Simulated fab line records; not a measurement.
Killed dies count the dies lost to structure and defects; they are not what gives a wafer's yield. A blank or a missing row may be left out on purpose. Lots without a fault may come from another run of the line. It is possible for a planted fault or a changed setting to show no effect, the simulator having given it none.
Which tool is to blame? + flow gf180mcu + 13 lots, 39 wafers sampled, at 5 steps of a route of 602

## WHAT THE GAUGES READ, wafer by wafer
GF_VT_IMPLANT_OVL_MEAS_18.
| lot  | measured     | on         | VT_IMPLANT_01_OVL (nm) |
|------|--------------|------------|------------------------|
| L351 | day 6 03:13  | overlay-01 | -0.6 -1.2 -2.6         |
| L352 | day 6 12:52  | overlay-01 | 1.9 1.4 0.5            |
| L353 | day 6 17:31  | overlay-02 | 0.3 -1.6 -0.6          |
| L356 | day 7 11:09  | overlay-01 | -1.2 1.8 1.8           |
| L357 | day 8 01:40  | overlay-01 | 2.3 -0.2 0.3           |
| L359 | day 8 03:56  | overlay-01 | 0.7 0.4 -1.5           |
| L361 | day 8 19:59  | overlay-01 | -1.0 2.0 0.0           |
| L362 | day 9 07:10  | overlay-02 | 0.2 1.4 1.0            |
| L363 | day 9 10:29  | overlay-02 | -1.0 -1.5 -1.6         |
| L365 | day 10 02:21 | overlay-01 | 0.9 2.1 3.9            |
| L368 | day 10 20:49 | overlay-02 | -2.1 -0.6 -0.6         |
| L372 | day 11 21:45 | overlay-02 | -0.9 0.3 0.2           |
| L373 | day 12 05:01 | overlay-01 | -2.2 0.4 -3.0          |

GF_VT_IMPLANT_RS_MEAS_47: measures by four-point-probe.
| lot  | measured     | on           | NWELL_RS (ohm/sq) |
|------|--------------|--------------|-------------------|
| L351 | day 7 09:29  | filmMetro-02 | 487.8 489.0 486.6 |
| L352 | day 8 00:01  | filmMetro-02 | 485.1 485.5 485.1 |
| L353 | day 8 00:31  | filmMetro-04 | 486.0 485.9 483.6 |
| L356 | day 8 20:59  | filmMetro-04 | 487.2 485.8 486.5 |
| L357 | day 9 12:19  | filmMetro-04 | 488.1 486.4 488.9 |
| L359 | day 9 14:16  | filmMetro-04 | 497.7 496.8 496.2 |
| L361 | day 10 06:52 | filmMetro-04 | 488.7 488.8 488.2 |
| L362 | day 10 18:52 | filmMetro-04 | 496.0 496.8 495.7 |
| L363 | day 10 21:47 | filmMetro-04 | 487.8 488.8 487.2 |
| L365 | day 11 16:31 | filmMetro-02 | 486.6 487.5 488.4 |
| L368 | day 12 11:39 | filmMetro-04 | 486.6 487.5 488.4 |
| L372 | day 13 14:11 | filmMetro-02 | 487.7 486.9 486.6 |
| L373 | day 13 21:43 | filmMetro-04 | 486.7 486.9 488.9 |

GF_CONTACT_THK_MEAS_01.
| lot  | measured     | on           | CONTACT_CVD_00_THK (nm) |
|------|--------------|--------------|-------------------------|
| L351 | day 15 01:44 | filmMetro-04 | 302.8 297.7 297.6       |
| L352 | day 15 21:31 | filmMetro-04 | 297.6 303.6 299.3       |
| L353 | day 15 21:39 | filmMetro-04 | 305.1 300.4 302.2       |
| L356 | day 16 23:20 | filmMetro-04 | 303.5 299.0 297.8       |
| L357 | day 17 15:07 | filmMetro-04 | 305.8 299.8 297.9       |
| L359 | day 17 22:52 | filmMetro-02 | 299.6 301.0 302.3       |
| L361 | day 18 20:41 | filmMetro-02 | 295.4 299.4 297.1       |
| L362 | day 19 08:43 | filmMetro-04 | 299.2 301.8 297.6       |
| L363 | day 19 12:10 | filmMetro-04 | 302.0 301.4 291.8       |
| L365 | day 20 12:52 | filmMetro-02 | 297.8 295.9 295.1       |
| L368 | day 21 08:26 | filmMetro-02 | 297.4 300.0 299.7       |
| L372 | day 22 17:11 | filmMetro-02 | 299.8 302.9 302.5       |
| L373 | day 23 03:04 | filmMetro-04 | 294.3 295.5 299.8       |

## WHAT TOOL EACH LOT RAN ON (gives the tool, then ch and the chambers of the sampled wafers, and finally the start)
| lot  | GF_NWELL_IMPLANT_09            | GF_HV_LDD_STRIP_37                  |
|------|--------------------------------|-------------------------------------|
| L351 | implanter-04 ch 0, day 3 06:06 | plasmaAsher-04 ch 0,1, day 11 12:46 |
| L352 | implanter-04 ch 0, day 3 13:22 | plasmaAsher-04 ch 0,1, day 12 05:38 |
| L353 | implanter-03 ch 0, day 3 17:45 | plasmaAsher-02 ch 0,1, day 12 06:19 |
| L356 | implanter-04 ch 0, day 4 10:06 | plasmaAsher-04 ch 0,1, day 13 04:54 |
| L357 | implanter-01 ch 0, day 4 16:20 | plasmaAsher-02 ch 0,1, day 13 20:49 |
| L359 | implanter-04 ch 0, day 5 02:55 | plasmaAsher-01 ch 0,1, day 14 00:21 |
| L361 | implanter-01 ch 0, day 5 13:11 | plasmaAsher-01 ch 0,1, day 14 19:29 |
| L362 | implanter-04 ch 0, day 5 19:33 | plasmaAsher-01 ch 0,1, day 15 07:49 |
| L363 | implanter-01 ch 0, day 5 23:19 | plasmaAsher-02 ch 0,1, day 15 10:40 |
| L365 | implanter-01 ch 0, day 6 14:02 | plasmaAsher-01 ch 0,1, day 16 09:53 |
| L368 | implanter-01 ch 0, day 7 07:21 | plasmaAsher-01 ch 0,1, day 17 03:20 |
| L372 | implanter-03 ch 0, day 8 02:32 | plasmaAsher-01 ch 0, day 18 12:10   |
| L373 | implanter-03 ch 0, day 8 10:44 | plasmaAsher-04 ch 0, day 18 23:11   |
- GF_NWELL_IMPLANT_09
- GF_HV_LDD_STRIP_37: strips in O2/N2.

## AS READ BY THE TOOLS THEMSELVES (means over the sampled wafers that have a number; for cases with no such wafer, the mark the record gives instead)
GF_NWELL_IMPLANT_09.
| lot  | tool         | doseIonsCm2 | faradayCurrentUA | tiltDeg (degrees) |
|------|--------------|-------------|------------------|-------------------|
| L351 | implanter-04 | 4.000e+12   | 22.2             | -0.026            |
| L352 | implanter-04 | 4.001e+12   | 22.4             | 0.006             |
| L353 | implanter-03 | 3.999e+12   | 22.5             | 0.006             |
| L356 | implanter-04 | 3.998e+12   | 21.9             | 0.007             |
| L357 | implanter-01 | 4.003e+12   | 22.3             | -0.005            |
| L359 | implanter-04 | 3.459e+12   | 19.4             | 0.014             |
| L361 | implanter-01 | 4.003e+12   | 22.8             | -0.000            |
| L362 | implanter-04 | 3.462e+12   | 19.3             | -0.024            |
| L363 | implanter-01 | 4.002e+12   | 23.0             | 0.028             |
| L365 | implanter-01 | 3.995e+12   | 22.3             | 0.002             |
| L368 | implanter-01 | 4.001e+12   | 22.3             | 0.009             |
| L372 | implanter-03 | 3.998e+12   | 22.8             | -0.025            |
| L373 | implanter-03 | 3.994e+12   | 22.5             | -0.001            |

GF_HV_LDD_STRIP_37.
| lot  | tool           | drypumpMotorCurrentA (A) | heaterPowerW (W) | oesProductAu (a.u.) | stripTimeToEndpointS (s) |
|------|----------------|--------------------------|------------------|---------------------|--------------------------|
| L351 | plasmaAsher-04 | 5.5                      | 293              | 0.719               | 12.59                    |
| L352 | plasmaAsher-04 | 5.5                      | 293              | 0.713               | 12.57                    |
| L353 | plasmaAsher-02 | 6.7                      | 351              | 0.717               | 12.60                    |
| L356 | plasmaAsher-04 | 5.5                      | 295              | 0.712               | 12.63                    |
| L357 | plasmaAsher-02 | 6.6                      | 357              | 0.715               | 12.64                    |
| L359 | plasmaAsher-01 | 5.8                      | 317              | 0.721               | 12.57                    |
| L361 | plasmaAsher-01 | 5.8                      | 308              | 0.713               | 12.65                    |
| L362 | plasmaAsher-01 | 5.8                      | 305              | 0.719               | 12.60                    |
| L363 | plasmaAsher-02 | 6.7                      | 353              | 0.718               | 12.67                    |
| L365 | plasmaAsher-01 | 5.8                      | 312              | 0.716               | 12.59                    |
| L368 | plasmaAsher-01 | 5.8                      | 308              | 0.716               | 12.61                    |
| L372 | plasmaAsher-01 | 5.8                      | 304              | 0.717               | 12.51                    |
| L373 | plasmaAsher-04 | 5.4                      | 266              | 0.713               | 12.60                    |

## THE ANSWER, worked out from the rows above alone
Rule: the usual values come from the lots themselves. Put in order of their means at a reading, lots are off if they are a third of the lots or fewer, leave a main group of 4 or more, and stand apart from it by a gap of 3 or more times the standard deviation of the main group's means; of several such gaps the widest counts. Not used: any main group whose means are identical at the precision the tables above print for the reading. A lot without any number at a reading at which 4 lots or more have one is off too. Where the step has rows for the other lots, those lots are counted as sound. After the gauges, taken in route order, come the tools' own readings; for these a lot's mean is taken, as printed above. The first step at which some lot is off is used, and at that step the reading that is off furthest; a lot without a number counts as furthest.
Off: L359, L362, seen at GF_VT_IMPLANT_RS_MEAS_47 (NWELL_RS). The main group: mean 487.1 ohm/sq, standard deviation 1.
If a tool, at a process step before that reading, ran all the lots that are off and no sound lot after the first of them, it fits. The gauges at GF_VT_IMPLANT_RS_MEAS_47 aren't tried: what is off there is off at GF_NWELL_IMPLANT_09 too, on other tools, and a gauge's error can't cause that. One fits: GF_NWELL_IMPLANT_09 on implanter-04. Its last sound lot is L356 (day 4 10:06), its first lot that is off L359 (day 5 02:55): a fault that began between those two fits.
The tool's own readings at GF_NWELL_IMPLANT_09 bear it out: on the lots that are off they differ by more than 5 times the standard deviation of the sound lots' means. doseIonsCm2 reads 3.460e+12 there against 3.999e+12 on the sound lots; faradayCurrentUA reads 19.4 there against 22.5 on the sound lots.

## WHAT THE SIMULATOR PUT IN
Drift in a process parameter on implanter-04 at GF_NWELL_IMPLANT_09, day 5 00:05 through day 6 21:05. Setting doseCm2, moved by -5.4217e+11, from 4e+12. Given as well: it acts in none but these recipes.
Struck lots among those shown: L359, L362. Same finding as the rule above.
